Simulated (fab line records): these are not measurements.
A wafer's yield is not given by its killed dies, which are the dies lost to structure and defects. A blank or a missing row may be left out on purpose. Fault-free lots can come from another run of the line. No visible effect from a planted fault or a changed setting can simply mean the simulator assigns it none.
Which tool was responsible? / flow gf180mcu / Sampling: 11 lots, 32 wafers, 4 of 602 route steps

WHAT THE GAUGES READ, wafer by wafer
GF_PSD_TW_MEAS_11.
lot=L156; measured=day 14 09:20; on=filmMetro-01; PSD_TW=3176 3197 3204
lot=L158; measured=day 14 20:23; on=filmMetro-01; PSD_TW=3203 3197 3189
lot=L160; measured=day 15 11:37; on=filmMetro-03; PSD_TW=3157 3156 3155
lot=L161; measured=day 16 01:16; on=filmMetro-03; PSD_TW=3153 3166 3145
lot=L162; measured=day 16 11:48; on=filmMetro-02; PSD_TW=3156 3141 3144
lot=L166; measured=day 17 20:28; on=filmMetro-02; PSD_TW=3321 3301 3320
lot=L167; measured=day 18 00:50; on=filmMetro-02; PSD_TW=3314 3298
lot=L172; measured=day 19 16:53; on=filmMetro-02; PSD_TW=3150 3147 3156
lot=L177; measured=day 21 11:32; on=filmMetro-03; PSD_TW=3136 3151 3145
lot=L178; measured=day 21 20:16; on=filmMetro-01; PSD_TW=3215 3186 3180
lot=L179; measured=day 22 06:02; on=filmMetro-01; PSD_TW=3202 3199 3215

WHICH TOOL RAN EACH LOT (tool, then ch and the chambers of the sampled wafers, then the start)
lot=L156; GF_HV_LDD_STRIP_49=plasmaAsher-04 ch 0,1, day 12 11:44; GF_PSD_IMPLANT_09=implanter-03 ch 0, day 14 09:07; GF_PSD_STRIP_10=plasmaAsher-03 ch 0,1, day 14 09:16
lot=L158; GF_HV_LDD_STRIP_49=plasmaAsher-02 ch 0,1, day 12 23:41; GF_PSD_IMPLANT_09=implanter-04 ch 0, day 14 20:10; GF_PSD_STRIP_10=plasmaAsher-01 ch 0,1, day 14 20:17
lot=L160; GF_HV_LDD_STRIP_49=plasmaAsher-02 ch 0,1, day 13 15:40; GF_PSD_IMPLANT_09=implanter-01 ch 0, day 15 11:22; GF_PSD_STRIP_10=plasmaAsher-04 ch 0,1, day 15 11:31
lot=L161; GF_HV_LDD_STRIP_49=plasmaAsher-04 ch 0,1, day 14 02:53; GF_PSD_IMPLANT_09=implanter-04 ch 0, day 16 01:02; GF_PSD_STRIP_10=plasmaAsher-04 ch 1, day 16 01:10
lot=L162; GF_HV_LDD_STRIP_49=plasmaAsher-04 ch 0,1, day 14 13:47; GF_PSD_IMPLANT_09=implanter-03 ch 0, day 16 11:34; GF_PSD_STRIP_10=plasmaAsher-03 ch 0, day 16 11:41
lot=L166; GF_HV_LDD_STRIP_49=plasmaAsher-03 ch 0,1, day 15 20:22; GF_PSD_IMPLANT_09=implanter-01 ch 0, day 17 20:13; GF_PSD_STRIP_10=plasmaAsher-03 ch 0,1, day 17 20:22
lot=L167; GF_HV_LDD_STRIP_49=plasmaAsher-03 ch 0,1, day 16 00:23; GF_PSD_IMPLANT_09=implanter-01 ch 0, day 18 00:35; GF_PSD_STRIP_10=plasmaAsher-01 ch 0,1, day 18 00:44
lot=L172; GF_HV_LDD_STRIP_49=plasmaAsher-02 ch 0,1, day 17 13:27; GF_PSD_IMPLANT_09=implanter-04 ch 0, day 19 16:38; GF_PSD_STRIP_10=plasmaAsher-04 ch 0,1, day 19 16:47
lot=L177; GF_HV_LDD_STRIP_49=plasmaAsher-03 ch 0,1, day 19 07:47; GF_PSD_IMPLANT_09=implanter-04 ch 0, day 21 11:17; GF_PSD_STRIP_10=plasmaAsher-03 ch 0,1, day 21 11:26
lot=L178; GF_HV_LDD_STRIP_49=plasmaAsher-02 ch 0,1, day 19 17:25; GF_PSD_IMPLANT_09=implanter-04 ch 0, day 21 20:01; GF_PSD_STRIP_10=plasmaAsher-01 ch 0,1, day 21 20:10
lot=L179; GF_HV_LDD_STRIP_49=plasmaAsher-02 ch 0,1, day 20 03:22; GF_PSD_IMPLANT_09=implanter-03 ch 0, day 22 05:49; GF_PSD_STRIP_10=plasmaAsher-03 ch 0,1, day 22 05:56
- GF_HV_LDD_STRIP_49: strips in O2/N2.
- GF_PSD_IMPLANT_09
- GF_PSD_STRIP_10: strips in O2/N2.

THE ANSWER, worked out from the rows above alone
Rule: the lots themselves supply what counts as usual. The widest of any qualifying gaps counts: lots, ordered by their means at a reading, are off when they make up no more than a third of the lots, leave a main group of 4 or more, and stand apart from it by 3 or more times the standard deviation of that group's means. If all means in a main group match to the digits the tables above print for the reading, that group is not used. Also off: a lot with no number at a reading for which 4 or more lots have one. All remaining lots with rows at the step are treated as sound.
Off: L166, L167, seen at GF_PSD_TW_MEAS_11 (PSD_TW). For the main group the mean is 3171 and the standard deviation 24.
If a tool, at a process step before that reading, ran all the lots that are off and no sound lot after the first of them, it fits. Gauges at GF_PSD_TW_MEAS_11: tried the same way as those tools. One candidate fits, namely implanter-01 at GF_PSD_IMPLANT_09. A fault onset in the window from L160 (day 15 11:22, its last sound lot) to L166 (day 17 20:13, its first lot off) fits.

WHAT WAS PUT IN BY THE SIMULATOR
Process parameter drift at GF_PSD_IMPLANT_09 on implanter-01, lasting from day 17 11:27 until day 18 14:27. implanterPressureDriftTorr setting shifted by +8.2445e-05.
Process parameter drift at GF_PSD_IMPLANT_09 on implanter-01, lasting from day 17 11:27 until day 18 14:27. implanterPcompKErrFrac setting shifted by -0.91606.
Lots struck among those shown: L166, L167. The rule given above showed the same thing.
